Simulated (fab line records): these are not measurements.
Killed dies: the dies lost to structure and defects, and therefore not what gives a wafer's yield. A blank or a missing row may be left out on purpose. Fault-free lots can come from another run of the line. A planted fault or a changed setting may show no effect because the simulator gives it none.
fab line records	flow sky130
record: lots: 5	wafers: 23
route steps=708 shown LI_CONTACT@362 LOCAL_INTERCONNECT@387 CONTACT@415
start_h: the number of hours between the record's first day and the start of the first shown wafer of the lot	wait_h: hours from the lot's prior step to this one	" the same as in the row above	L1.1+2: one row covering several wafers at once	- no value, or no start was given	* or withheld: withheld	< > ~ a bound
route shown NAME@n: a module of which the file shows steps, and the number in the route of the first	usual: average and standard deviation across the fault-free wafers	same: alike in all rows	chamber/n: place in a boat	sites: per-site readings	_std_site: the values' standard deviation	_edge_site: mean of outer sites minus mean of inner sites	radius_mm: how far each site lies from the wafer's centre	mask NAME#n: copy n	behind: tool/chamber where the wafer was last shaped	hold: reason for holding the lot/hours on hold/outcome of the hold	device: the transistor (n, p or np) that didn't switch	end of line: the same wafers' tests at the end of the route	step lacking rows: just its recipe	killed: the dies lost at the first sort to structure and to defects; this is not the yield of the wafer	map: a wafer's dies, marking killed ones x, the rest . and places with no die _
set.NAME: the run value of the setting; set.NAME@STEP: its run value at that earlier step	model.NAME: the simulator's own value behind a step, which no gauge read
lots whose settings were changed on purpose; a table a step, a row a wafer
== steps ==
step: SKY_LI_CONTACT_HDPCVD_00
recipe: material: PSG	target_thk_nm: 930	sigma_open_frac: 0.3	time_s: 155	temp_c: 600	sih4_flow_sccm: 60	pressure_mtorr: 6
lot.wafer	tool	chamber	start_h	wait_h	set.time_s	model.PSG_of_LI_CONTACT_HDPCVD_00.thk_nm
L075.1	hdpcvd-02	2	647.90	0.0	155	915.7
L075.2	"	0	"	"	140.3	827.5
L075.4	"	0	"	"	140.3	825.1
L075.5	"	2	"	"	155	920.9
L075.6	"	1	"	"	155	928.4
L078.1	hdpcvd-02	1	675.79	0.0	155	934.1
L078.4	"	0	"	"	155	914.5
L078.6	"	1	"	"	155	934
L079.1	hdpcvd-02	2	691.30	0.0	155	928.2
L079.3	"	1	"	"	167.5	1013
L079.4	"	0	"	"	167.5	980.1
L079.5	"	2	"	"	155	931.8
L079.6	"	1	"	"	167.5	1014
L084.1	hdpcvd-02	2	748.51	0.0	155	924
L084.3	"	1	"	"	155	937.4
L084.4	"	0	"	"	155	924.7
L084.5	"	2	"	"	155	922.1
L084.6	"	1	"	"	155	938.5
L085.1	hdpcvd-02	1	756.88	0.0	155	931
L085.2	"	2	"	"	148.8	896.1
L085.3	"	0	"	"	148.8	887.2
L085.4	"	1	"	"	155	941.9
L085.6	"	0	"	"	148.8	886.3
step: SKY_LI_CONTACT_THK_MEAS_01
recipe: reads: PSG_of_LI_CONTACT_HDPCVD_00
usual: LI_CONTACT_HDPCVD_THK: 929/10
lot.wafer	tool	chamber	start_h	wait_h	set.time_s@LI_CONTACT_HDPCVD_00	LI_CONTACT_HDPCVD_THK[nm]
L075.1	film_metro-04	-	648.01	0.1	155	917
L075.2	"	-	"	"	140.3	828
L075.4	"	-	"	"	140.3	826
L075.5	"	-	"	"	155	920
L075.6	"	-	"	"	155	929
L078.1	film_metro-01	-	675.90	0.1	155	934
L078.4	"	-	"	"	155	915
L078.6	"	-	"	"	155	934
L079.1	film_metro-01	-	691.41	0.1	155	929
L079.3	"	-	"	"	167.5	1014
L079.4	"	-	"	"	167.5	980
L079.5	"	-	"	"	155	932
L079.6	"	-	"	"	167.5	1013
L084.1	film_metro-02	-	748.61	0.1	155	924
L084.3	"	-	"	"	155	937
L084.4	"	-	"	"	155	924
L084.5	"	-	"	"	155	922
L084.6	"	-	"	"	155	939
L085.1	film_metro-02	-	756.99	0.1	155	931
L085.2	"	-	"	"	148.8	896
L085.3	"	-	"	"	148.8	887
L085.4	"	-	"	"	155	942
L085.6	"	-	"	"	148.8	886
step: SKY_LI_CONTACT_EXPOSE_09
recipe: mask_id: LICM1	na: 0.8	source_shape: annular	sigma_inner: 0.55	sigma_outer: 0.85	target_cd_nm: 170	dose_mj: 38
lot.wafer	tool	chamber	start_h	wait_h	mask	set.dose_mj
L075.1+2	krf_scanner-02	0	-	-	LICM1#0	35.67
L075.4+5+6	"	0	"	"	LICM1#0	38
L078.1+4+6	krf_scanner-02	0	-	-	LICM1#0	38
L079.1+5+6	krf_scanner-01	0	-	-	LICM1#0	38
L079.3+4	"	0	"	"	LICM1#0	37.09
L084.1+3+4+5+6	krf_scanner-02	0	-	-	LICM1#0	38
L085.1+2+6	krf_scanner-02	0	-	-	LICM1#0	35.39
L085.3+4	"	0	"	"	LICM1#0	38
step: SKY_LI_CONTACT_PEB_10
recipe: peb_temp_c: withheld	peb_time_s: withheld	resist: KrF-thick
step: SKY_LI_CONTACT_DEVELOP_11
recipe: develop_time_s: 60	resist: KrF-thick	dev_temp_c: 21
step: SKY_LI_CONTACT_CD_MEAS_12
recipe: target_cd_nm: 170
usual: cd_nm: 169.2/1.4
lot.wafer	tool	chamber	start_h	wait_h	set.dose_mj@LI_CONTACT_EXPOSE_09	cd_nm
L075.1	cd_sem-02	-	676.88	-	35.67	159.1
L075.2	"	-	"	"	35.67	160.2
L075.4	"	-	"	"	38	170.6
L075.5	"	-	"	"	38	170.6
L075.6	"	-	"	"	38	170.7
L078.1	cd_sem-01	-	703.74	-	38	169.8
L078.4	"	-	"	"	38	168.3
L078.6	"	-	"	"	38	168.7
L079.1	cd_sem-02	-	719.77	-	38	169.4
L079.3	"	-	"	"	37.09	165.1
L079.4	"	-	"	"	37.09	165.5
L079.5	"	-	"	"	38	168.8
L079.6	"	-	"	"	38	169.2
L084.1	cd_sem-01	-	776.19	-	38	169.4
L084.3	"	-	"	"	38	170.3
L084.4	"	-	"	"	38	169.8
L084.5	"	-	"	"	38	169.6
L084.6	"	-	"	"	38	169.7
L085.1	cd_sem-02	-	783.59	-	35.39	155.3
L085.2	"	-	"	"	35.39	153.9
L085.3	"	-	"	"	38	168.7
L085.4	"	-	"	"	38	167.6
L085.6	"	-	"	"	35.39	153.2
step: SKY_LI_CONTACT_ETCH_14
recipe: chemistry: N2/H2	target: BARC	ion_energy_ev: 200	source_w: 500	bias_w: 100	pressure_mtorr: 30	n2_flow_sccm: 100	h2_flow_sccm: 200	stop_on: SiO2	time_s: 45.9	target_depth_a: 600
lot.wafer	tool	chamber	start_h	wait_h	set.dose_mj@LI_CONTACT_EXPOSE_09	model.LI_CONTACT.cd_nm
L075.1	rie_diel-01	0	677.03	0.0	35.67	159.4
L075.2	"	1	"	"	35.67	158.6
L075.4	"	3	"	"	38	170.9
L075.5	"	3	"	"	38	170.1
L075.6	"	0	"	"	38	171.2
L078.1	rie_diel-01	1	703.89	0.0	38	168.8
L078.4	"	3	"	"	38	167.6
L078.6	"	2	"	"	38	168.1
L079.1	rie_diel-01	1	719.93	0.0	38	168.5
L079.3	"	3	"	"	37.09	164.2
L079.4	"	0	"	"	37.09	166.1
L079.5	"	3	"	"	38	167.9
L079.6	"	0	"	"	38	169.5
L084.1	rie_diel-04	0	776.34	0.0	38	170.1
L084.3+5	"	1,3	"	"	38	170
L084.4	"	3	"	"	38	168.8
L084.6	"	0	"	"	38	170.4
L085.1	rie_diel-01	3	783.74	0.0	35.39	156.4
L085.2	"	0	"	"	35.39	154.2
L085.3	"	2	"	"	38	168.8
L085.4	"	1	"	"	38	166.7
L085.6	"	3	"	"	35.39	154
step: SKY_LI_CONTACT_SPUTTER_19
recipe: material: Ti	target_thk_nm: 20	chamber_pressure_pa: 5	power_w: 2500	substrate_temp_c: 200	time_s: 106.37
lot.wafer	tool	chamber	start_h	wait_h	set.chamber_pressure_pa	model.Ti_of_LI_CONTACT_SPUTTER_19.thk_nm
L075.1	pvd_sputter-03	-	677.46	0.0	5	19.97
L075.2	"	-	"	"	5	19.66
L075.4	"	-	"	"	5	19.85
L075.5	"	-	"	"	5	19.93
L075.6	"	-	"	"	5	19.95
L078.1	pvd_sputter-01	-	704.32	0.0	5	19.91
L078.4	"	-	"	"	5	19.11
L078.6	"	-	"	"	5	19.42
L079.1	pvd_sputter-01	-	720.35	0.0	4.452	22.42
L079.3	"	-	"	"	4.452	21.98
L079.4	"	-	"	"	4.452	22.24
L079.5	"	-	"	"	4.452	22.57
L079.6	"	-	"	"	4.452	22.01
L084.1	pvd_sputter-04	-	776.77	0.0	5	20.06
L084.3	"	-	"	"	5	20
L084.4	"	-	"	"	5	20.17
L084.5	"	-	"	"	5	19.89
L084.6	"	-	"	"	5	20.44
L085.1	pvd_sputter-04	-	784.18	0.0	4.604	21.58
L085.2	"	-	"	"	4.604	21.44
L085.3	"	-	"	"	4.604	22.03
L085.4	"	-	"	"	4.604	21.55
L085.6	"	-	"	"	4.604	21.56
step: SKY_LOCAL_INTERCONNECT_SPUTTER_00
recipe: material: TiN	target_thk_nm: 100	temp_c: 300	power_w: 6500	time_s: 83.3	chamber_pressure_pa: 0.4
lot.wafer	tool	chamber	start_h	wait_h	set.time_s	model.TiN_of_LOCAL_INTERCONNECT_SPUTTER_00.thk_nm
L075.1	pvd_sputter-02	-	678.20	0.2	83.3	102.1
L075.2	"	-	"	"	83.3	101.8
L075.4	"	-	"	"	83.3	102.9
L075.5	"	-	"	"	83.3	103.1
L075.6	"	-	"	"	83.3	101.9
L078.1	pvd_sputter-02	-	705.06	0.1	83.3	100.5
L078.4	"	-	"	"	83.3	102.6
L078.6	"	-	"	"	83.3	101.7
L079.1	pvd_sputter-03	-	721.09	0.2	83.3	101.9
L079.3	"	-	"	"	83.3	100.8
L079.4	"	-	"	"	83.3	101.2
L079.5	"	-	"	"	83.3	100.3
L079.6	"	-	"	"	83.3	101.3
L084.1	pvd_sputter-01	-	777.51	0.2	83.3	99.35
L084.3	"	-	"	"	93.83	111.8
L084.4	"	-	"	"	83.3	97.45
L084.5	"	-	"	"	93.83	112.1
L084.6	"	-	"	"	93.83	112.5
L085.1	pvd_sputter-02	-	784.93	0.2	83.3	102.3
L085.2	"	-	"	"	72.63	89.31
L085.3	"	-	"	"	72.63	89.12
L085.4	"	-	"	"	72.63	87.77
L085.6	"	-	"	"	83.3	101.8
step: SKY_LOCAL_INTERCONNECT_RS_MEAS_01
recipe: thk_meas_gauge: four-point-probe	reads: TiN_of_LOCAL_INTERCONNECT_SPUTTER_00
usual: LOCAL_INTERCONNECT_TIN_RS: 13.91/0.23
lot.wafer	tool	chamber	start_h	wait_h	set.time_s@LOCAL_INTERCONNECT_SPUTTER_00	LOCAL_INTERCONNECT_TIN_RS[ohm/sq]
L075.1	film_metro-01	-	678.26	0.0	83.3	13.83
L075.2	"	-	"	"	83.3	13.88
L075.4	"	-	"	"	83.3	13.72
L075.5	"	-	"	"	83.3	13.72
L075.6	"	-	"	"	83.3	13.88
L078.1	film_metro-01	-	705.12	0.0	83.3	14.08
L078.4	"	-	"	"	83.3	13.77
L078.6	"	-	"	"	83.3	13.89
L079.1	film_metro-03	-	721.16	0.0	83.3	13.87
L079.3	"	-	"	"	83.3	14.00
L079.4	"	-	"	"	83.3	13.96
L079.5	"	-	"	"	83.3	14.10
L079.6	"	-	"	"	83.3	13.93
L084.1	film_metro-02	-	777.58	0.0	83.3	14.22
L084.3	"	-	"	"	93.83	12.60
L084.4	"	-	"	"	83.3	14.52
L084.5	"	-	"	"	93.83	12.54
L084.6	"	-	"	"	93.83	12.52
L085.1	film_metro-02	-	784.99	0.0	83.3	13.80
L085.2	"	-	"	"	72.63	15.89
L085.3	"	-	"	"	72.63	15.93
L085.4	"	-	"	"	72.63	16.19
L085.6	"	-	"	"	83.3	13.87
step: SKY_LOCAL_INTERCONNECT_THK_MEAS_02
recipe: thk_meas_gauge: xrf	reads: TiN_of_LOCAL_INTERCONNECT_SPUTTER_00
usual: LOCAL_INTERCONNECT_TIN_THK: 102.1/1.8
lot.wafer	tool	chamber	start_h	wait_h	set.time_s@LOCAL_INTERCONNECT_SPUTTER_00	LOCAL_INTERCONNECT_TIN_THK[nm]
L075.1	film_metro-01	-	678.38	0.1	83.3	103.3
L075.2	"	-	"	"	83.3	102.8
L075.4	"	-	"	"	83.3	104.2
L075.5	"	-	"	"	83.3	104.4
L075.6	"	-	"	"	83.3	102.8
L078.1	film_metro-01	-	705.24	0.1	83.3	101.4
L078.4	"	-	"	"	83.3	103.2
L078.6	"	-	"	"	83.3	103.1
L079.1	film_metro-03	-	721.28	0.1	83.3	101.8
L079.3	"	-	"	"	83.3	101.1
L079.4	"	-	"	"	83.3	101.5
L079.5	"	-	"	"	83.3	100.4
L079.6	"	-	"	"	83.3	101.3
L084.1	film_metro-02	-	777.70	0.1	83.3	99.5
L084.3	"	-	"	"	93.83	112.0
L084.4	"	-	"	"	83.3	97.6
L084.5	"	-	"	"	93.83	112.4
L084.6	"	-	"	"	93.83	112.5
L085.1	film_metro-02	-	785.11	0.1	83.3	102.3
L085.2	"	-	"	"	72.63	89.5
L085.3	"	-	"	"	72.63	89.7
L085.4	"	-	"	"	72.63	88.0
L085.6	"	-	"	"	83.3	102.1
step: SKY_LOCAL_INTERCONNECT_COAT_06
recipe: resist: KrF-thick	spin_rpm: 3000	resist_thk_nm: 450
lot.wafer	tool	chamber	start_h	wait_h	set.spin_rpm	model.KrF-thick_of_LOCAL_INTERCONNECT_COAT_06.thk_nm
L075.1	litho_track-03	0	-	-	2851	459.7
L075.2	"	0	"	"	3000	448.2
L075.4	"	0	"	"	2851	460.9
L075.5	"	0	"	"	2851	459.6
L075.6	"	0	"	"	3000	448.9
L078.1	litho_track-03	0	-	-	3000	448.4
L078.4	"	0	"	"	3000	449.5
L078.6	"	0	"	"	3000	449.7
L079.1	litho_track-03	0	-	-	3000	451.9
L079.3+6	"	0	"	"	3000	451.4
L079.4	"	0	"	"	3000	451.8
L079.5	"	0	"	"	3000	452.2
L084.1	litho_track-01	0	-	-	3000	449.3
L084.3+5+6	"	0	"	"	3000	-
L084.4	"	0	"	"	3000	450.1
L085.1	litho_track-01	0	-	-	3000	452.4
L085.2	"	0	"	"	3217	-
L085.3+4	"	0	"	"	3000	-
L085.6	"	0	"	"	3217	437.3
step: SKY_LOCAL_INTERCONNECT_METAL_ETCH_14
recipe: target_depth_nm: 110	stop_on: PSG	chemistry: Cl2/BCl3	target: TiN	resist_sidewall_deg: 88	pressure_mtorr: 10	icp_w: 900	bias_w: 48.5	Cl2_flow_sccm: 60	bcl3_flow_sccm: 30	time_s: 31.4
lot.wafer	tool	chamber	start_h	wait_h	set.time_s	set.spin_rpm@LOCAL_INTERCONNECT_COAT_06	model.KrF-thick_of_LOCAL_INTERCONNECT_COAT_06.thk_nm
L075.1	rie_metal-03	1	707.05	0.1	31.4	2851	358.8
L075.2	"	1	"	"	28.53	3000	351.2
L075.4	"	1	"	"	28.53	2851	364.4
L075.5	"	1	"	"	28.53	2851	362.9
L075.6	"	1	"	"	31.4	3000	348.2
L078.1	rie_metal-01	0	733.24	0.0	31.4	3000	349.3
L078.4	"	0	"	"	31.4	3000	350.5
L078.6	"	1	"	"	31.4	3000	351.1
L079.1	rie_metal-01	1	749.56	0.0	31.4	3000	353.1
L079.3	"	1	"	"	31.4	3000	352.3
L079.4	"	0	"	"	27.06	3000	358.2
L079.5	"	0	"	"	27.06	3000	358.8
L079.6	"	1	"	"	31.4	3000	352.8
L084.1	rie_metal-01	1	803.86	0.0	31.4	3000	350.6
L084.3+5+6	"	1,1,0	"	"	31.4	3000	-
L084.4	"	0	"	"	31.4	3000	349.7
L085.1	rie_metal-02	1	812.46	0.0	31.4	3000	347.6
L085.2	"	0	"	"	31.4	3217	-
L085.3	"	0	"	"	36.05	3000	-
L085.4	"	1	"	"	31.4	3000	-
L085.6	"	0	"	"	36.05	3217	326.4
step: SKY_LOCAL_INTERCONNECT_STRIP_15
recipe: chemistry: O2/N2	power_w: 1400	pressure_mtorr: 1500	platen_temp_c: withheld	o2_flow_sccm: 3000	n2_flow_sccm: 300	overash_fraction: 0.5
usual: strip_time_to_endpoint_s: 4.714/0.028
lot.wafer	tool	chamber	start_h	wait_h	set.spin_rpm@LOCAL_INTERCONNECT_COAT_06	set.time_s@LOCAL_INTERCONNECT_METAL_ETCH_14	strip_time_to_endpoint_s
L075.1	plasma_asher-02	0	707.16	0.1	2851	31.4	4.821
L075.2	"	1	"	"	3000	28.53	4.741
L075.4	"	0	"	"	2851	28.53	4.896
L075.5	"	1	"	"	2851	28.53	4.886
L075.6	"	0	"	"	3000	31.4	4.719
L078.1	plasma_asher-02	1	733.29	0.0	3000	31.4	4.721
L078.4	"	0	"	"	3000	31.4	4.749
L078.6	"	1	"	"	3000	31.4	4.738
L079.1	plasma_asher-04	1	749.61	0.0	3000	31.4	4.768
L079.3	"	1	"	"	3000	31.4	4.756
L079.4	"	0	"	"	3000	27.06	4.805
L079.5	"	0	"	"	3000	27.06	4.829
L079.6	"	1	"	"	3000	31.4	4.773
L084.1	plasma_asher-02	1	803.91	0.0	3000	31.4	4.742
L084.3	"	0	"	"	3000	31.4	4.717
L084.4	"	1	"	"	3000	31.4	4.735
L084.5	"	0	"	"	3000	31.4	4.746
L084.6	"	1	"	"	3000	31.4	4.714
L085.1	plasma_asher-02	0	812.51	0.0	3000	31.4	4.716
L085.2	"	1	"	"	3217	31.4	4.559
L085.3	"	1	"	"	3000	36.05	4.643
L085.4	"	0	"	"	3000	31.4	4.715
L085.6	"	1	"	"	3217	36.05	4.484
step: SKY_CONTACT_COAT_09
recipe: resist: KrF-thick	spin_rpm: 3000	resist_thk_nm: 450
lot.wafer	tool	chamber	start_h	wait_h	set.resist_thk_nm	model.KrF-thick_of_CONTACT_COAT_09.thk_nm
L075.1	litho_track-03	0	-	-	450	450.4
L075.2	"	0	"	"	450	450.6
L075.4	"	0	"	"	450	451.1
L075.5	"	0	"	"	450	450.9
L075.6	"	0	"	"	450	451.4
L078.1	litho_track-01	0	-	-	450	448
L078.4	"	0	"	"	450	448.9
L078.6	"	0	"	"	450	448.2
L079.1	litho_track-04	0	-	-	450	449.8
L079.3	"	0	"	"	427.2	426.6
L079.4	"	0	"	"	450	449.9
L079.5	"	0	"	"	450	449.7
L079.6	"	0	"	"	427.2	427.9
L084.1	litho_track-03	0	-	-	450	449.5
L084.3	"	0	"	"	450	449.1
L084.4	"	0	"	"	450	449.3
L084.5	"	0	"	"	450	448.6
L084.6	"	0	"	"	450	449.2
L085.1	litho_track-04	0	-	-	472.6	472.1
L085.2	"	0	"	"	450	448.6
L085.3	"	0	"	"	472.6	471.5
L085.4	"	0	"	"	450	448.8
L085.6	"	0	"	"	472.6	471.1
step: SKY_CONTACT_SOFTBAKE_10
recipe: temp_c: 100	time_s: 90	resist: KrF-thick
step: SKY_CONTACT_EXPOSE_11
recipe: mask_id: CTM1	na: 0.8	source_shape: annular	sigma_inner: 0.55	sigma_outer: 0.85	target_cd_nm: 170	dose_mj: 38
step: SKY_CONTACT_ETCH_16
recipe: chemistry: N2/H2	target: BARC	ion_energy_ev: 200	source_w: 500	bias_w: 100	pressure_mtorr: 30	n2_flow_sccm: 100	h2_flow_sccm: 200	stop_on: SiO2	time_s: 45.9	target_depth_a: 600
lot.wafer	tool	chamber	start_h	wait_h	set.resist_thk_nm@CONTACT_COAT_09	model.KrF-thick_of_CONTACT_COAT_09.thk_nm
L075.1	rie_diel-03	0	736.79	0.0	450	393.2
L075.2	"	2	"	"	450	393.8
L075.4+6	"	3,0	"	"	450	394.2
L075.5	"	3	"	"	450	394.3
L078.1	rie_diel-02	0	761.93	0.0	450	391.6
L078.4	"	3	"	"	450	392.5
L078.6	"	0	"	"	450	391.7
L079.1	rie_diel-03	0	777.93	0.0	450	392.6
L079.3	"	2	"	"	427.2	369.6
L079.4	"	1	"	"	450	394.1
L079.5	"	2	"	"	450	392.7
L079.6	"	1	"	"	427.2	372.5
L084.1+3	rie_diel-03	2,3	831.80	0.0	450	392.3
L084.4	"	1	"	"	450	393.5
L084.5	"	0	"	"	450	392
L084.6	"	3	"	"	450	392.1
L085.1	rie_diel-01	3	840.70	0.0	472.6	414.6
L085.2	"	1	"	"	450	392.3
L085.3	"	2	"	"	472.6	414.8
L085.4	"	0	"	"	450	391.4
L085.6	"	2	"	"	472.6	414.1
step: SKY_CONTACT_ETCH_17
recipe: target: SiO2	chemistry: C4F8/O2/Ar	stop_on: Si3N4	mask_material: KrF-thick	source_w: 1500	bias_w: 1200	pressure_mtorr: 40	c4f8_flow_sccm: withheld	O2_flow_sccm: 6	Ar_flow_sccm: 300	time_s: withheld	target_depth_a: 3400
lot.wafer	tool	chamber	start_h	wait_h	set.resist_thk_nm@CONTACT_COAT_09	model.KrF-thick_of_CONTACT_COAT_09.thk_nm
L075.1	rie_diel-03	0	736.84	0.0	450	328.6
L075.2+4	"	2,3	"	"	450	329.1
L075.5	"	3	"	"	450	329.8
L075.6	"	0	"	"	450	329
L078.1	rie_diel-02	0	761.98	0.0	450	327.4
L078.4	"	3	"	"	450	329.3
L078.6	"	0	"	"	450	327.8
L079.1	rie_diel-03	0	777.98	0.0	450	328.6
L079.3	"	2	"	"	427.2	305.2
L079.4	"	1	"	"	450	332.1
L079.5	"	2	"	"	450	328.3
L079.6	"	1	"	"	427.2	311.1
L084.1	rie_diel-03	2	831.84	0.0	450	328.8
L084.3	"	3	"	"	450	328.1
L084.4	"	1	"	"	450	330.8
L084.5	"	0	"	"	450	328.3
L084.6	"	3	"	"	450	327.9
L085.1	rie_diel-01	3	840.74	0.0	472.6	348
L085.2	"	1	"	"	450	327.9
L085.3	"	2	"	"	472.6	349
L085.4	"	0	"	"	450	325.9
L085.6	"	2	"	"	472.6	348.5
step: SKY_CONTACT_ETCH_18
recipe: target: Si3N4	chemistry: CHF3/O2	stop_on: TiN	source_w: 600	bias_w: 205.6	pressure_mtorr: 40	chf3_flow_sccm: 50	O2_flow_sccm: 5	time_s: 39	target_depth_a: 750
lot.wafer	tool	chamber	start_h	wait_h	set.resist_thk_nm@CONTACT_COAT_09	model.KrF-thick_of_CONTACT_COAT_09.thk_nm
L075.1	rie_diel-03	0	-	-	450	244.6
L075.2	"	2	"	"	450	245.2
L075.4	"	3	"	"	450	244.8
L075.5	"	3	"	"	450	246.3
L075.6	"	0	"	"	450	244.3
L078.1	rie_diel-02	0	-	-	450	243.7
L078.4	"	3	"	"	450	246
L078.6	"	0	"	"	450	244.5
L079.1	rie_diel-03	0	-	-	450	243.2
L079.3	"	2	"	"	427.2	219.9
L079.4	"	1	"	"	450	250.5
L079.5	"	2	"	"	450	242.8
L079.6	"	1	"	"	427.2	229.4
L084.1	rie_diel-03	2	-	-	450	245
L084.3	"	3	"	"	450	244.2
L084.4	"	1	"	"	450	248.5
L084.5	"	0	"	"	450	245.3
L084.6	"	3	"	"	450	243.4
L085.1	rie_diel-01	3	-	-	472.6	261.3
L085.2	"	1	"	"	450	244.2
L085.3	"	2	"	"	472.6	263.7
L085.4	"	0	"	"	450	239.7
L085.6	"	2	"	"	472.6	262.7
== key ==
split: step: SKY_LI_CONTACT_HDPCVD_00	setting: time_s	stated: 155	by: wafer
response: step: SKY_LI_CONTACT_HDPCVD_00	reading: model.PSG_of_LI_CONTACT_HDPCVD_00.thk_nm	change: +9.79	per: 1%	r: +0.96
response: step: SKY_LI_CONTACT_THK_MEAS_01	reading: LI_CONTACT_HDPCVD_THK	change: +9.76	per: 1%	r: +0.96
split: step: SKY_LI_CONTACT_EXPOSE_09	setting: dose_mj	stated: 38	by: wafer
response: step: SKY_LI_CONTACT_CD_MEAS_12	reading: cd_nm	change: +1.91	per: 1%	r: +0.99
response: step: SKY_LI_CONTACT_ETCH_14	reading: model.LI_CONTACT.cd_nm	change: +1.86	per: 1%	r: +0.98
split: step: SKY_LI_CONTACT_SPUTTER_19	setting: chamber_pressure_pa	stated: 5	by: lot
response: step: SKY_LI_CONTACT_SPUTTER_19	reading: model.Ti_of_LI_CONTACT_SPUTTER_19.thk_nm	change: -0.218	per: 1%	r: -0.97
split: step: SKY_LOCAL_INTERCONNECT_SPUTTER_00	setting: time_s	stated: 83.3	by: wafer
response: step: SKY_LOCAL_INTERCONNECT_SPUTTER_00	reading: model.TiN_of_LOCAL_INTERCONNECT_SPUTTER_00.thk_nm	change: +1.06	per: 1%	r: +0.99
response: step: SKY_LOCAL_INTERCONNECT_RS_MEAS_01	reading: LOCAL_INTERCONNECT_TIN_RS	change: -0.157	per: 1%	r: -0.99
response: step: SKY_LOCAL_INTERCONNECT_THK_MEAS_02	reading: LOCAL_INTERCONNECT_TIN_THK	change: +1.06	per: 1%	r: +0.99
split: step: SKY_LOCAL_INTERCONNECT_COAT_06	setting: spin_rpm	stated: 3000	by: wafer
response: step: SKY_LOCAL_INTERCONNECT_COAT_06	reading: model.KrF-thick_of_LOCAL_INTERCONNECT_COAT_06.thk_nm	change: -2.21	per: 1%	r: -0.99
response: step: SKY_LOCAL_INTERCONNECT_METAL_ETCH_14	reading: model.KrF-thick_of_LOCAL_INTERCONNECT_COAT_06.thk_nm	change: -2.69	per: 1%	r: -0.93
response: step: SKY_LOCAL_INTERCONNECT_STRIP_15	reading: strip_time_to_endpoint_s	change: *	per: 1%	r: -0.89
split: step: SKY_LOCAL_INTERCONNECT_METAL_ETCH_14	setting: time_s	stated: 31.4	by: wafer
response: step: SKY_LOCAL_INTERCONNECT_METAL_ETCH_14	reading: model.KrF-thick_of_LOCAL_INTERCONNECT_COAT_06.thk_nm	slope: -0.406	per: 1%	together_with: spin_rpm@LOCAL_INTERCONNECT_COAT_06	explained: 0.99
response: step: SKY_LOCAL_INTERCONNECT_STRIP_15	reading: strip_time_to_endpoint_s	slope: *	per: 1%	together_with: spin_rpm@LOCAL_INTERCONNECT_COAT_06	explained: 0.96
split: step: SKY_CONTACT_COAT_09	setting: resist_thk_nm	stated: 450	by: wafer
response: step: SKY_CONTACT_COAT_09	reading: model.KrF-thick_of_CONTACT_COAT_09.thk_nm	change: +4.5	per: 1%	r: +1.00
response: step: SKY_CONTACT_ETCH_16	reading: model.KrF-thick_of_CONTACT_COAT_09.thk_nm	change: +4.43	per: 1%	r: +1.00
response: step: SKY_CONTACT_ETCH_17	reading: model.KrF-thick_of_CONTACT_COAT_09.thk_nm	change: +4.27	per: 1%	r: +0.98
response: step: SKY_CONTACT_ETCH_18	reading: model.KrF-thick_of_CONTACT_COAT_09.thk_nm	change: +4.11	per: 1%	r: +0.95
